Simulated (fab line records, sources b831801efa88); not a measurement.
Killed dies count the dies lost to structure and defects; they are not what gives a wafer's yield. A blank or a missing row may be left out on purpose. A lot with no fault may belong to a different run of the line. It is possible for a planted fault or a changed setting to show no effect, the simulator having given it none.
Matching of chambers + flow sky130 + 4 sister chambers for SKY_FIELD_ISO_CMP_27 on cmp-02
The step polishes, stops on Si3N4, t overpolish 16 s, target thk 457.8 nm. 7 wafers are shown with their chamber, then 8 later ones without.

WAFERS WITH THEIR CHAMBER
| wafer  | chamber | motorCurrentA (A) | overpolishRunS (s) |
|--------|---------|-------------------|--------------------|
| L164.5 | 1       | 14.3              | 15.996             |
| L166.5 | 3       | 10.3              | 16.005             |
| L166.6 | 2       | 12.2              | 16.018             |
| L173.4 | 0       | 11.8              | 15.991             |
| L173.5 | 2       | 11.5              | 16.019             |
| L173.6 | 3       | 10.2              | 15.999             |
| L179.1 | 0       | 11.7              | 15.989             |

WAFERS WITHOUT THEIR CHAMBER
| wafer  | motorCurrentA (A) | overpolishRunS (s) |
|--------|-------------------|--------------------|
| L179.3 | 12.0              | 15.991             |
| L179.5 | 13.5              | 15.990             |
| L180.1 | 14.2              | 16.002             |
| L180.3 | 11.9              | 15.987             |
| L180.6 | 14.4              | 15.989             |
| L181.2 | 13.7              | 16.013             |
| L181.4 | 11.5              | 16.003             |
| L181.6 | 11.9              | 16.010             |

WHICH CHAMBER EACH ONE RAN IN
| wafer  | from the rows above          | in truth                   |
|--------|------------------------------|----------------------------|
| L179.3 | 0                            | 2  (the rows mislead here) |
| L179.5 | 1                            | 1                          |
| L180.1 | 1                            | 1                          |
| L180.3 | 0                            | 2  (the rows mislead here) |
| L180.6 | 1                            | 1                          |
| L181.2 | can't be placed: 2 or 1      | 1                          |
| L181.4 | can't be placed: 3 or 0 or 2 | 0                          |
| L181.6 | 2                            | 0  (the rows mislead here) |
3 of 8 placed correctly. Cannot be placed on the basis of these rows: 2; the candidates contain the true chamber in 2. Wrongly placed: 3.
How it was worked out, from the rows above alone: a wafer's distance from a chamber is the root of the sum, over the readings, of the square of ((its reading less the chamber's mean) divided by the reading's scatter). The wafer belongs to the nearest chamber; if the next one is less than 2 further off, it can't be placed. A chamber's mean is the mean of its shown wafers. The scatter: take each reading less its chamber's mean, square it, sum over the shown wafers, divide by the number of wafers less the number of chambers, and take the root.
